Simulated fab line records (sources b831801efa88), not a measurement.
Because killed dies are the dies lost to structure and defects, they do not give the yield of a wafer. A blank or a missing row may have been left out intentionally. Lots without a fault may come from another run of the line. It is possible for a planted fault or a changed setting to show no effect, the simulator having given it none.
Matching of chambers / flow sfqLine / SFQ_TRILAYER_I1_CMP_CMP_046 on cmp-02 has 4 sister chambers
The step polishes SiO2. 4 wafers are shown with their chamber, then 7 later ones without.

WAFERS WITH THEIR CHAMBER
wafer=L670.4; chamber=1; motorCurrentA (A)=9.7
wafer=L673.3; chamber=0; motorCurrentA (A)=8.9
wafer=L689.1; chamber=3; motorCurrentA (A)=10.1
wafer=L689.4; chamber=2; motorCurrentA (A)=8.5

WAFERS WHOSE CHAMBER IS MISSING
wafer=L689.6; motorCurrentA (A)=9.7
wafer=L690.3; motorCurrentA (A)=8.1
wafer=L690.1; motorCurrentA (A)=8.8
wafer=L690.5; motorCurrentA (A)=8.3
wafer=L693.3; motorCurrentA (A)=8.6
wafer=L693.1; motorCurrentA (A)=8.6
wafer=L693.5; motorCurrentA (A)=8.0

EACH ONE'S CHAMBER
wafer=L689.6; from the rows above=can't be placed: 1 or 3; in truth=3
wafer=L690.3; from the rows above=can't be placed: 2 or 0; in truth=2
wafer=L690.1; from the rows above=can't be placed: 0 or 2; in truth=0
wafer=L690.5; from the rows above=can't be placed: 2 or 0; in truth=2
wafer=L693.3; from the rows above=can't be placed: 2 or 0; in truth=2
wafer=L693.1; from the rows above=can't be placed: 2 or 0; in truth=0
wafer=L693.5; from the rows above=can't be placed: 2 or 0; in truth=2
Correctly placed: 0 of 7. From these rows, 7 cannot be placed; in 7 the true chamber is one of the candidates. Number placed wrongly: 0.
How it was worked out, from the rows above alone: a wafer's distance from a chamber is the root of the sum, over the readings, of the square of ((its reading less the chamber's mean) divided by the reading's scatter). The wafer belongs to the nearest chamber; if the next one is less than 2 further off, it can't be placed. A chamber's mean is the mean of its shown wafers. The scatter (one wafer shown for each chamber): square how far every hidden wafer sits from the nearest shown wafer, average those squares and take the square root.
